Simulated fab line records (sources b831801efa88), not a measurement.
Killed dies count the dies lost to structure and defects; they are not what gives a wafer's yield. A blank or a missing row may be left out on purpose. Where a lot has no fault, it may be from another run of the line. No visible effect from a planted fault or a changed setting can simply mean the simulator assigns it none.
Chamber matching / flow sky130 / rie-diel-03 running SKY_VIA2_ETCH_15: 4 sister chambers
The step etches SiO2 in C4F8/O2/Ar, stops on TiN, target depth 546 nm, time 84 s. 8 wafers are shown with their chamber, then 12 later ones without.

== EACH WAFER AND ITS CHAMBER ==
wafer=L082.4; chamber=0; oes-product-au (a.u.)=0.946
wafer=L083.4; chamber=0; oes-product-au (a.u.)=0.936
wafer=L087.1; chamber=1; oes-product-au (a.u.)=0.936
wafer=L087.2; chamber=3; oes-product-au (a.u.)=0.940
wafer=L087.4; chamber=2; oes-product-au (a.u.)=0.944
wafer=L091.2; chamber=2; oes-product-au (a.u.)=0.928
wafer=L091.3; chamber=1; oes-product-au (a.u.)=0.936
wafer=L091.5; chamber=3; oes-product-au (a.u.)=0.931

== WAFERS WITHOUT THEIR CHAMBER ==
wafer=L092.1; oes-product-au (a.u.)=0.937
wafer=L092.2; oes-product-au (a.u.)=0.944
wafer=L092.4; oes-product-au (a.u.)=0.942
wafer=L094.1; oes-product-au (a.u.)=0.944
wafer=L094.4; oes-product-au (a.u.)=0.939
wafer=L094.5; oes-product-au (a.u.)=0.939
wafer=L096.1; oes-product-au (a.u.)=0.936
wafer=L096.2; oes-product-au (a.u.)=0.935
wafer=L096.3; oes-product-au (a.u.)=0.937
wafer=L096.4; oes-product-au (a.u.)=0.936
wafer=L096.5; oes-product-au (a.u.)=0.931
wafer=L096.6; oes-product-au (a.u.)=0.936

== EACH ONE'S CHAMBER ==
wafer=L092.1; from the rows above=can't be placed: 1 or 2 or 3 or 0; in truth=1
wafer=L092.2; from the rows above=can't be placed: 0 or 1 or 2 or 3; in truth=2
wafer=L092.4; from the rows above=can't be placed: 0 or 1 or 2 or 3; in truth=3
wafer=L094.1; from the rows above=can't be placed: 0 or 1 or 2 or 3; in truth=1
wafer=L094.4; from the rows above=can't be placed: 0 or 1 or 2 or 3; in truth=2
wafer=L094.5; from the rows above=can't be placed: 0 or 1 or 2 or 3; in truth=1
wafer=L096.1; from the rows above=can't be placed: 1 or 2 or 3 or 0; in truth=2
wafer=L096.2; from the rows above=can't be placed: 3 or 2 or 1 or 0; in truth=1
wafer=L096.3; from the rows above=can't be placed: 1 or 2 or 3 or 0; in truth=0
wafer=L096.4; from the rows above=can't be placed: 1 or 2 or 3 or 0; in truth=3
wafer=L096.5; from the rows above=can't be placed: 3 or 2 or 1 or 0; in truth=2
wafer=L096.6; from the rows above=can't be placed: 1 or 2 or 3 or 0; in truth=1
Correctly placed: 0 of 12. Not placeable from these rows: 12 (in 12, the candidates include the true chamber). Number placed wrongly: 0.
How it was worked out, from the rows above alone: a wafer's distance from a chamber is the root of the sum, over the readings, of the square of ((its reading less the chamber's mean) divided by the reading's scatter). If the next closest chamber is less than 2 further off than the closest, the wafer can't be placed; otherwise it belongs to the closest. For every chamber, the mean is computed from those of its wafers that are shown. The scatter is the square root of a quotient: the sum, over the shown wafers, of each reading's squared deviation from its chamber's mean, divided by wafers minus chambers.
